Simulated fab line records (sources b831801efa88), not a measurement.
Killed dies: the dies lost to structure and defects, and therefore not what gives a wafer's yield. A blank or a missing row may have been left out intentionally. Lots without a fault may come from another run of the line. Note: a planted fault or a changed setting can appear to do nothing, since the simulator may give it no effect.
fab line records	flow sfq_line	part 1 of 2: steps 1 to 30 of 40
record: lots: 5	wafers: 15	last_day: 86
route steps=325 shown I1@83 M2@88 I2@103 M3@118
lots untouched by any fault: they come from a run of this same line in which no faults occurred
start_h: the number of hours between the record's first day and the start of the first shown wafer of the lot	wait_h: hours elapsed since this lot's preceding step	" the same as in the row above	L1.1+2: several wafers, shown together as one row	- no value, or no start given	* or withheld: withheld	< > ~ a bound
route shown NAME@n: NAME is a module with steps in the file, n the number in the route of the first one	usual: mean/standard deviation of fault-free wafers	same: alike in all rows	chamber/n: place in a boat	sites: readings site by site	_std_site: standard deviation of those values	_edge_site: mean of outer sites minus mean of inner sites	radius_mm: how far each site lies from the wafer's centre	mask NAME#n: copy n	behind: tool/chamber where the wafer was last shaped	hold: why the lot went on hold/how many hours it stayed there/how the hold came to an end	device: transistor that didn't switch, given as n, p or np	end of line: the route-end tests of the same wafers	step lacking rows: just its recipe	killed: count of dies lost to structure and defects at first sort (not the wafer's yield)	map: shows each die of a wafer: x if killed, . if not, _ if none is there
set.NAME: the setting the step ran with; set.NAME@STEP: the setting that earlier step ran with	model.NAME: the simulator's own value behind a step, which no gauge read
lots at selected steps of the route; one table per step, one row per wafer
services: a tool's chamber out of use, with start hour (start_h, from the record's first day; less than 0 if before it), hours out, and reason
== steps ==
step: SFQ_I1_OVL_MEAS_913
usual: I1_OVL: 1/5.4
lot.wafer	tool	chamber	start_h	wait_h	I1_OVL[nm]
L075.2	overlay-02	-	607.91	0.1	12
L075.4	"	-	"	"	10
L075.6	"	-	"	"	7
L076.1	overlay-01	-	610.10	0.1	2
L076.2	"	-	"	"	5
L076.4	"	-	"	"	2
L083.1	overlay-02	-	802.28	0.1	1
L083.2	"	-	"	"	1
L083.5	"	-	"	"	5
L091.3	overlay-02	-	858.86	0.1	-8
L091.5	"	-	"	"	-5
L091.6	"	-	"	"	-2
L092.1	overlay-02	-	885.37	0.1	-1
L092.4	"	-	"	"	-2
L092.5	"	-	"	"	-3
step: SFQ_TRILAYER_I1_VIA_BARC_OPEN_VIA_ETCH_071
recipe: mask_material: PR	chemistry: O2	target_depth_nm: 125	target: BARC	source_w: 500	bias_w: 80	pressure_mtorr: 30	time_s: 41.7
usual: drypump_motor_current_A: 5.7/0.64	oes_product_au: 0.686/0.0043
lot.wafer	tool	chamber	start_h	wait_h	drypump_motor_current_A	oes_product_au	rf_hours_counter_h
L075.2	rie_diel-02	2	607.94	0.0	5.3	0.684	2
L075.4	"	0	"	"	5.8	0.687	-
L075.6	"	2	"	"	5.4	0.682	-
L076.1	rie_diel-01	3	610.14	0.0	6.7	0.690	1
L076.2	"	0	"	"	5.3	0.683	5
L076.4	"	1	"	"	4.8	0.673	10
L083.1	rie_diel-01	3	802.32	0.0	6.8	0.688	3
L083.2	"	0	"	"	5.3	0.690	7
L083.5	"	0	"	"	5.3	0.690	-
L091.3	rie_diel-02	1	858.88	0.0	5.2	0.688	4
L091.5	"	2	"	"	5.4	0.691	-
L091.6	"	3	"	"	5.7	0.686	-
L092.1	rie_diel-01	1	885.41	0.0	4.8	0.684	13
L092.4	"	3	"	"	6.8	0.678	-
L092.5	"	0	"	"	5.3	0.683	-
step: SFQ_TRILAYER_I1_VIA_ETCH_VIA_ETCH_052
recipe: target: SiO2	stop_on: Nb	mask_material: PR	taper_deg: 20	chemistry: CHF3	target_depth_nm: 260	source_w: 500	bias_w: 80	pressure_mtorr: 30	time_s: withheld
usual: drypump_motor_current_A: 5.7/0.64	oes_product_au: 0.855/0.005
lot.wafer	tool	chamber	start_h	wait_h	drypump_motor_current_A	oes_product_au
L075.2	rie_diel-02	2	607.98	0.0	5.3	0.861
L075.4	"	0	"	"	5.8	0.860
L075.6	"	2	"	"	5.4	0.856
L076.1	rie_diel-01	3	610.18	0.0	6.8	0.866
L076.2	"	0	"	"	5.3	0.860
L076.4	"	1	"	"	4.8	0.854
L083.1	rie_diel-01	3	802.36	0.0	6.7	0.859
L083.2	"	0	"	"	5.3	0.853
L083.5	"	0	"	"	5.3	0.855
L091.3	rie_diel-02	1	858.92	0.0	5.2	0.856
L091.5	"	2	"	"	5.3	0.851
L091.6	"	3	"	"	5.7	0.865
L092.1	rie_diel-01	1	885.45	0.0	4.8	0.851
L092.4	"	3	"	"	6.7	0.847
L092.5	"	0	"	"	5.3	0.855
step: SFQ_TRILAYER_I1_VIA_STRIP_STRIP_053
recipe: gas: O2	power_w: 200	platen_temp_c: 40	overash_fraction: 0.65	chemistry: O2	pressure_mtorr: 50
usual: drypump_motor_current_A: 5.9/0.31	oes_product_au: 0.999/0.0088
lot.wafer	tool	chamber	start_h	wait_h	drypump_motor_current_A	oes_product_au	rf_hours_counter_h
L075.2	rie_metal-02	1	608.09	-	5.4	1.004	28
L075.4	"	0	"	"	5.7	0.996	-
L075.6	"	1	"	"	5.4	0.999	-
L076.1	rie_metal-04	1	610.29	-	5.9	0.996	92
L076.2	"	0	"	"	5.8	0.993	104
L076.4	"	1	"	"	5.9	1.000	-
L083.1	rie_metal-03	0	802.47	-	6.5	0.989	32
L083.2	"	1	"	"	6.0	1.010	104
L083.5	"	1	"	"	6.0	1.008	-
L091.3	rie_metal-03	0	859.23	-	6.5	0.976	-
L091.5	"	1	"	"	6.0	1.005	-
L091.6	"	0	"	"	6.5	0.979	-
L092.1	rie_metal-03	0	885.56	-	6.5	0.988	45
L092.4	"	1	"	"	6.0	0.992	-
L092.5	"	0	"	"	6.4	0.981	-
step: SFQ_TRILAYER_I1_VIA_STRIP_SOLV_CLEAN_054
recipe: chemistry: NMP	temp_c: 70	time_s: 600
lot.wafer	tool	chamber	start_h	wait_h
L075.2+4+6	wet_bench-02	6,2,4	608.69	0.4
L076.1+2+4	wet_bench-04	3,4,6	610.89	0.4
L083.1+2+5	wet_bench-04	1,6,0	803.07	0.4
L091.3+5+6	wet_bench-03	0,6,5	859.63	0.2
L092.1+4+5	wet_bench-02	4,6,7	886.16	0.4
step: SFQ_TRILAYER_M2_DEP_PRE_CLEAN_056
recipe: gas: Ar	time_s: 22.5	bias_v: 250
lot.wafer	tool	chamber	start_h	wait_h
L075.2+4+6	pvd_sputter-04	-	608.87	0.0
L076.1+2+4	pvd_sputter-03	-	611.07	0.0
L083.1+2+5	pvd_sputter-04	-	803.25	0.0
L091.3+5+6	pvd_sputter-04	-	859.84	0.0
L092.1+4+5	pvd_sputter-04	-	886.35	0.0
step: SFQ_TRILAYER_M2_DEP_SPUTTER_055
recipe: material: Nb	base_pressure_pa: 1.33e-06	chamber_pressure_pa: 0.1333	substrate_temp_c: 20	resputter_cathode_voltage_v: 400	target_thk_nm: 200	power_w: 2000	time_s: 133.3
usual: cathode_dc_power_W: 2000.0/0.37	substrate_temp_c: 20.00/0.091	throttle_valve_pct: 29.7/1.1
lot.wafer	tool	chamber	start_h	wait_h	cathode_dc_power_W	substrate_temp_c	throttle_valve_pct
L075.2	pvd_sputter-04	-	608.89	0.0	2000.2	19.89	29.7
L075.4	"	-	"	"	2000.4	19.88	30.6
L075.6	"	-	"	"	1999.8	19.99	27.7
L076.1	pvd_sputter-03	-	611.09	0.0	1999.7	20.00	29.4
L076.2	"	-	"	"	1999.9	20.07	30.4
L076.4	"	-	"	"	1999.9	19.94	29.5
L083.1	pvd_sputter-04	-	803.27	0.0	2000.0	19.95	27.3
L083.2	"	-	"	"	2000.3	20.06	29.6
L083.5	"	-	"	"	2000.6	20.09	29.8
L091.3	pvd_sputter-04	-	859.87	0.0	1999.9	19.95	29.6
L091.5	"	-	"	"	1999.7	19.98	29.8
L091.6	"	-	"	"	2000.4	19.84	30.5
L092.1	pvd_sputter-04	-	886.38	0.0	2000.2	20.03	27.7
L092.4	"	-	"	"	2000.0	19.99	29.5
L092.5	"	-	"	"	2000.2	20.02	30.9
step: SFQ_M2_RS_MEAS_914
recipe: thk_meas_gauge: four-point-probe	reads: Nb_of_TRILAYER_M2_DEP_SPUTTER_055
usual: M2_NB_RS: 0.891/0.01
lot.wafer	tool	chamber	start_h	wait_h	M2_NB_RS[ohm/sq]
L075.2	film_metro-03	-	609.01	0.1	0.905
L075.4	"	-	"	"	0.900
L075.6	"	-	"	"	0.903
L076.1	film_metro-04	-	611.19	0.0	0.894
L076.2	"	-	"	"	0.900
L076.4	"	-	"	"	0.893
L083.1	film_metro-03	-	803.37	0.0	0.900
L083.2	"	-	"	"	0.900
L083.5	"	-	"	"	0.901
L091.3	film_metro-04	-	860.00	0.1	0.895
L091.5	"	-	"	"	0.898
L091.6	"	-	"	"	0.896
L092.1	film_metro-04	-	886.47	0.0	0.918
L092.4	"	-	"	"	0.906
L092.5	"	-	"	"	0.913
step: SFQ_TRILAYER_M2_LITHO_COAT_062
recipe: resist: BARC	spin_rpm: 3000	resist_thk_nm: 62
lot.wafer	tool	chamber	start_h	wait_h
L075.2+4+6	litho_track-04	0	609.22	0.1
L076.1+2+4	litho_track-04	0	611.37	0.1
L083.1+2+5	litho_track-03	0	803.55	0.1
L091.3+5+6	litho_track-02	0	860.24	0.1
L092.1+4+5	litho_track-03	0	886.65	0.1
step: SFQ_TRILAYER_M2_LITHO_COAT_057
recipe: resist: KrF	spin_rpm: 3000	resist_thk_nm: 600
lot.wafer	tool	chamber	start_h	wait_h
L075.2+4+6	litho_track-04	0	609.52	0.2
L076.1+2+4	litho_track-04	0	611.67	0.2
L083.1+2+5	litho_track-03	0	803.85	0.2
L091.3+5+6	litho_track-02	0	860.54	0.2
L092.1+4+5	litho_track-03	0	886.95	0.2
step: SFQ_TRILAYER_M2_LITHO_SOFTBAKE_061
recipe: temp_c: withheld	time_s: withheld	resist: KrF
lot.wafer	tool	chamber	start_h	wait_h
L075.2+4+6	litho_track-04	0	609.79	0.2
L076.1+2+4	litho_track-04	0	611.97	0.2
L083.1+2+5	litho_track-03	0	804.15	0.2
L091.3+5+6	litho_track-02	0	860.79	0.2
L092.1+4+5	litho_track-03	0	887.25	0.2
step: SFQ_TRILAYER_M2_LITHO_EXPOSE_058
recipe: mask_id: M2	na: 0.6	source_shape: conventional	sigma_outer: 0.65	target_cd_nm: 500	dose_mj: 14.4
lot.wafer	tool	chamber	start_h	wait_h	mask
L075.2+4+6	krf_scanner-02	0	752.98	-	M2#0
L076.1+2+4	krf_scanner-02	0	755.18	-	M2#0
L083.1+2+5	krf_scanner-01	0	805.59	-	M2#0
L091.3+5+6	krf_scanner-02	0	861.29	-	M2#0
L092.1+4+5	krf_scanner-01	0	1035.73	-	M2#0
step: SFQ_TRILAYER_M2_LITHO_PEB_060
recipe: peb_temp_c: 115	peb_time_s: 60	resist: KrF
lot.wafer	tool	chamber	start_h	wait_h
L075.2+4+6	litho_track-02	0	754.01	0.8
L076.1+2+4	litho_track-03	0	756.38	1.0
L083.1+2+5	litho_track-03	0	806.79	1.0
L091.3+5+6	litho_track-02	0	862.14	0.7
L092.1+4+5	litho_track-04	0	1036.93	1.0
step: SFQ_TRILAYER_M2_LITHO_DEVELOP_059
recipe: time_s: 60	resist: KrF
lot.wafer	tool	chamber	start_h	wait_h
L075.2+4+6	litho_track-02	0	754.16	0.1
L076.1+2+4	litho_track-03	0	756.53	0.1
L083.1+2+5	litho_track-03	0	806.94	0.1
L091.3+5+6	litho_track-02	0	862.29	0.1
L092.1+4+5	litho_track-04	0	1037.08	0.1
step: SFQ_M2_OVL_MEAS_916
usual: M2_OVL: -1/5.4
lot.wafer	tool	chamber	start_h	wait_h	M2_OVL[nm]
L075.2	overlay-02	-	754.29	0.1	-1
L075.4	"	-	"	"	-1
L075.6	"	-	"	"	-3
L076.1	overlay-02	-	756.68	0.1	10
L076.2	"	-	"	"	7
L076.4	"	-	"	"	3
L083.1	overlay-02	-	807.09	0.1	-4
L083.2	"	-	"	"	-4
L083.5	"	-	"	"	-1
L091.3	overlay-01	-	862.40	0.1	-2
L091.5	"	-	"	"	0
L091.6	"	-	"	"	-3
L092.1	overlay-01	-	1037.23	0.1	4
L092.4	"	-	"	"	9
L092.5	"	-	"	"	7
step: SFQ_TRILAYER_M2_BARC_OPEN_METAL_ETCH_077
recipe: mask_material: PR	chemistry: O2	target_depth_nm: 125	target: BARC	icp_w: 600	bias_w: 80	pressure_mtorr: 10	time_s: 41.7
usual: drypump_motor_current_A: 5.70/0.18	oes_product_au: 0.685/0.0045
lot.wafer	tool	chamber	start_h	wait_h	drypump_motor_current_A	oes_product_au	rf_hours_counter_h
L075.2	rie_metal-01	1	754.32	0.0	5.61	0.684	124
L075.4	"	0	"	"	5.57	0.689	-
L075.6	"	1	"	"	5.63	0.675	-
L076.1	rie_metal-02	1	756.72	0.0	5.40	0.684	46
L076.2	"	0	"	"	5.75	0.680	1
L076.4	"	0	"	"	5.74	0.687	-
L083.1	rie_metal-04	1	807.12	0.0	5.92	0.687	120
L083.2	"	0	"	"	5.82	0.685	130
L083.5	"	0	"	"	5.80	0.691	-
L091.3	rie_metal-01	0	862.47	0.1	5.58	0.682	-
L091.5	"	0	"	"	5.59	0.683	-
L091.6	"	0	"	"	5.58	0.686	-
L092.1	rie_metal-04	1	1037.27	0.0	5.94	0.680	16
L092.4	"	1	"	"	5.93	0.683	-
L092.5	"	0	"	"	5.79	0.685	-
step: SFQ_TRILAYER_M2_ETCH_METAL_ETCH_060
recipe: target: Nb	stop_on: SiO2	mask_material: PR	chemistry: Cl2/Ar	target_depth_nm: 240	icp_w: 600	bias_w: 80	pressure_mtorr: 10	time_s: 120
usual: drypump_motor_current_A: 5.69/0.18	oes_product_au: 0.893/0.008
lot.wafer	tool	chamber	start_h	wait_h	drypump_motor_current_A	oes_product_au	rf_hours_counter_h
L075.2	rie_metal-01	1	754.38	0.0	5.62	0.893	124
L075.4	"	0	"	"	5.58	0.892	-
L075.6	"	1	"	"	5.61	0.883	-
L076.1	rie_metal-02	1	756.78	0.0	5.39	0.895	46
L076.2	"	0	"	"	5.72	0.882	1
L076.4	"	0	"	"	5.73	0.890	-
L083.1	rie_metal-04	1	807.18	0.0	5.93	0.888	120
L083.2	"	0	"	"	5.78	0.891	130
L083.5	"	0	"	"	5.79	0.880	-
L091.3	rie_metal-01	0	862.63	0.1	5.58	0.891	-
L091.5	"	0	"	"	5.57	0.891	-
L091.6	"	0	"	"	5.59	0.885	-
L092.1	rie_metal-04	1	1037.33	0.0	5.91	0.876	17
L092.4	"	1	"	"	5.92	0.886	-
L092.5	"	0	"	"	5.81	0.865	-
step: SFQ_TRILAYER_M2_STRIP_STRIP_061
recipe: gas: O2	power_w: 200	platen_temp_c: 40	overash_fraction: 0.65	chemistry: O2	pressure_mtorr: 50
usual: drypump_motor_current_A: 5.69/0.18	oes_product_au: 1.000/0.0084
lot.wafer	tool	chamber	start_h	wait_h	drypump_motor_current_A	oes_product_au	rf_hours_counter_h
L075.2	rie_metal-01	1	754.50	0.1	5.58	1.004	124
L075.4	"	0	"	"	5.59	1.002	-
L075.6	"	1	"	"	5.59	1.001	-
L076.1	rie_metal-02	1	756.90	0.1	5.38	1.003	47
L076.2	"	0	"	"	5.71	0.981	1
L076.4	"	0	"	"	5.78	0.992	-
L083.1	rie_metal-04	1	807.31	0.1	5.95	1.015	120
L083.2	"	0	"	"	5.77	0.999	130
L083.5	"	0	"	"	5.77	1.003	-
L091.3	rie_metal-01	0	863.20	0.5	5.57	0.999	-
L091.5	"	0	"	"	5.58	1.007	-
L091.6	"	0	"	"	5.58	1.016	-
L092.1	rie_metal-04	1	1037.45	0.1	5.92	1.009	17
L092.4	"	1	"	"	5.90	0.998	-
L092.5	"	0	"	"	5.80	0.996	-
step: SFQ_TRILAYER_M2_STRIP_SOLV_CLEAN_062
recipe: chemistry: NMP	temp_c: 70	time_s: 600
lot.wafer	tool	chamber	start_h	wait_h
L075.2+4+6	wet_bench-02	6,5,4	755.10	0.4
L076.1+2+4	wet_bench-01	3,1,7	757.50	0.4
L083.1+2+5	wet_bench-04	5,7,4	807.91	0.4
L091.3+5+6	wet_bench-01	5,4,7	864.00	0.6
L092.1+4+5	wet_bench-01	0,4,1	1038.05	0.4
step: SFQ_TRILAYER_I2_DEP_PECVD_063
recipe: material: SiO2	temp_c: 150	time_s: 111.11	pressure_torr: 2.4	rf_w: 183.3	precursor: SiH4/N2O	target_thk_nm: 500
usual: heater_power_w: 83/11	susceptor_temp_C: 150.01/0.15	throttle_valve_pct: 24.6/1.2
lot.wafer	tool	chamber	start_h	wait_h	heater_power_w	susceptor_temp_C	throttle_valve_pct
L075.2	pecvd-01	0	755.28	0.0	101	149.83	26.0
L075.4	"	0	"	"	83	150.00	26.3
L075.6	"	1	"	"	85	149.97	25.4
L076.1	pecvd-04	2	757.68	0.0	84	150.21	25.3
L076.2	"	0	"	"	88	149.98	25.8
L076.4	"	2	"	"	88	150.30	25.0
L083.1	pecvd-03	0	808.08	0.0	84	150.09	23.1
L083.2	"	1	"	"	84	150.15	23.7
L083.5	"	0	"	"	90	150.14	23.1
L091.3	pecvd-03	1	864.17	0.0	74	150.12	23.8
L091.5	"	2	"	"	62	149.73	24.8
L091.6	"	1	"	"	79	150.07	23.6
L092.1	pecvd-01	0	1038.23	0.0	94	150.29	23.0
L092.4	"	1	"	"	94	150.04	22.1
L092.5	"	0	"	"	95	150.03	22.9
step: SFQ_TRILAYER_I2_CMP_CMP_064
recipe: material: SiO2	down_force_psi: 3	platen_rpm: 60	pad_velocity_m_s: 0.94248
usual: motor_current_A: 10.1/1	time_to_endpoint_s: 218/6.7
lot.wafer	tool	chamber	start_h	wait_h	motor_current_A	time_to_endpoint_s
L075.4	cmp-01	1	757.84	2.5	8.9	214
L075.2	"	2	"	"	9.8	223
L075.6	"	0	759.34	4.0	11.0	217
L076.1	cmp-01	0	760.34	2.6	10.8	222
L076.2	"	1	"	"	8.8	214
L076.4	"	2	"	"	10.1	224
L083.1	cmp-02	3	809.26	1.1	8.8	211
L083.2	"	0	"	"	9.5	206
L083.5	"	2	810.76	2.6	10.5	218
L091.3	cmp-02	0	866.47	2.3	8.9	220
L091.5	"	1	"	"	9.9	228
L091.6	"	2	"	"	11.0	226
L092.4	cmp-02	3	1038.31	0.0	8.9	207
L092.1	"	2	1039.81	1.5	11.0	211
L092.5	"	3	"	"	8.8	215
step: SFQ_I2_BOW_MEAS_917
recipe: mode: bow
usual: I2_BOW: 2/8.2
lot.wafer	tool	chamber	start_h	wait_h	I2_BOW[um]
L075.2	film_metro-04	-	760.36	1.5	3
L075.4	"	-	"	"	1
L075.6	"	-	"	"	14
L076.1	film_metro-01	-	763.34	2.5	2
L076.2	"	-	"	"	8
L076.4	"	-	"	"	15
L083.1	film_metro-01	-	811.76	2.0	6
L083.2	"	-	"	"	9
L083.5	"	-	"	"	6
L091.3	film_metro-04	-	868.01	1.0	1
L091.5	"	-	"	"	9
L091.6	"	-	"	"	5
L092.1	film_metro-01	-	1041.31	1.0	8
L092.4	"	-	"	"	-2
L092.5	"	-	"	"	14
step: SFQ_TRILAYER_I2_METRO_MEASURE_065
usual: thk_nm: 199.9/0.86
lot.wafer	tool	chamber	start_h	wait_h	thk_nm
L075.2	film_metro-04	-	760.66	0.3	201.0
L075.4	"	-	"	"	200.5
L075.6	"	-	"	"	198.5
L076.1	film_metro-01	-	763.46	0.1	200.2
L076.2	"	-	"	"	199.9
L076.4	"	-	"	"	200.0
L083.1	film_metro-01	-	811.88	0.1	199.1
L083.2	"	-	"	"	199.5
L083.5	"	-	"	"	201.0
L091.3	film_metro-04	-	868.49	0.5	199.8
L091.5	"	-	"	"	199.1
L091.6	"	-	"	"	199.5
L092.1	film_metro-01	-	1041.43	0.1	199.9
L092.4	"	-	"	"	200.3
L092.5	"	-	"	"	200.8
step: SFQ_TRILAYER_I2_VIA_LITHO_COAT_072
recipe: resist: BARC	spin_rpm: 3000	resist_thk_nm: 62
lot.wafer	tool	chamber	start_h	wait_h
L075.2+4+6	litho_track-02	0	761.71	0.8
L076.1+2+4	litho_track-01	0	764.66	1.0
L083.1+2+5	litho_track-02	0	813.08	1.0
L091.3+5+6	litho_track-04	0	869.39	0.7
L092.1+4+5	litho_track-01	0	1042.63	1.0
step: SFQ_TRILAYER_I2_VIA_LITHO_COAT_067
recipe: resist: KrF	spin_rpm: 3000	resist_thk_nm: 650
lot.wafer	tool	chamber	start_h	wait_h
L075.2+4+6	litho_track-02	0	762.01	0.2
L076.1+2+4	litho_track-01	0	764.96	0.2
L083.1+2+5	litho_track-02	0	813.38	0.2
L091.3+5+6	litho_track-04	0	869.69	0.2
L092.1+4+5	litho_track-01	0	1042.93	0.2
step: SFQ_TRILAYER_I2_VIA_LITHO_SOFTBAKE_071
recipe: temp_c: withheld	time_s: withheld	resist: KrF
lot.wafer	tool	chamber	start_h	wait_h
L075.2+4+6	litho_track-02	0	762.29	0.2
L076.1+2+4	litho_track-01	0	765.26	0.2
L083.1+2+5	litho_track-02	0	813.68	0.2
L091.3+5+6	litho_track-04	0	869.94	0.2
L092.1+4+5	litho_track-01	0	1043.23	0.2
step: SFQ_TRILAYER_I2_VIA_LITHO_EXPOSE_068
recipe: mask_id: I2	na: 0.6	source_shape: conventional	sigma_outer: 0.65	target_cd_nm: 500	dose_mj: 21.3
lot.wafer	tool	chamber	start_h	wait_h	mask
L075.2+4+6	krf_scanner-01	0	911.77	-	I2#0
L076.1+2+4	krf_scanner-01	0	913.97	-	I2#0
L083.1+2+5	krf_scanner-02	0	958.81	-	I2#0
L091.3+5+6	krf_scanner-01	0	1014.53	-	I2#0
L092.1+4+5	krf_scanner-01	0	1159.56	-	I2#0
step: SFQ_TRILAYER_I2_VIA_LITHO_PEB_070
recipe: peb_temp_c: 115	peb_time_s: 60	resist: KrF
lot.wafer	tool	chamber	start_h	wait_h
L075.2+4+6	litho_track-02	0	912.80	0.8
L076.1+2+4	litho_track-02	0	915.17	1.0
L083.1+2+5	litho_track-01	0	960.01	1.0
L091.3+5+6	litho_track-04	0	1015.38	0.7
L092.1+4+5	litho_track-01	0	1160.76	1.0
step: SFQ_TRILAYER_I2_VIA_LITHO_DEVELOP_069
recipe: time_s: 60	resist: KrF
lot.wafer	tool	chamber	start_h	wait_h
L075.2+4+6	litho_track-02	0	912.95	0.1
L076.1+2+4	litho_track-02	0	915.32	0.1
L083.1+2+5	litho_track-01	0	960.16	0.1
L091.3+5+6	litho_track-04	0	1015.53	0.1
L092.1+4+5	litho_track-01	0	1160.91	0.1
step: SFQ_I2_OVL_MEAS_918
usual: I2_OVL: 1/4.9
lot.wafer	tool	chamber	start_h	wait_h	I2_OVL[nm]
L075.2	overlay-01	-	913.08	0.1	14
L075.4	"	-	"	"	7
L075.6	"	-	"	"	6
L076.1	overlay-01	-	915.47	0.1	-9
L076.2	"	-	"	"	-2
L076.4	"	-	"	"	-3
L083.1	overlay-02	-	960.31	0.1	-1
L083.2	"	-	"	"	-4
L083.5	"	-	"	"	-3
L091.3	overlay-01	-	1015.64	0.1	7
L091.5	"	-	"	"	10
L091.6	"	-	"	"	6
L092.1	overlay-01	-	1161.06	0.1	-7
L092.4	"	-	"	"	-6
L092.5	"	-	"	"	-5
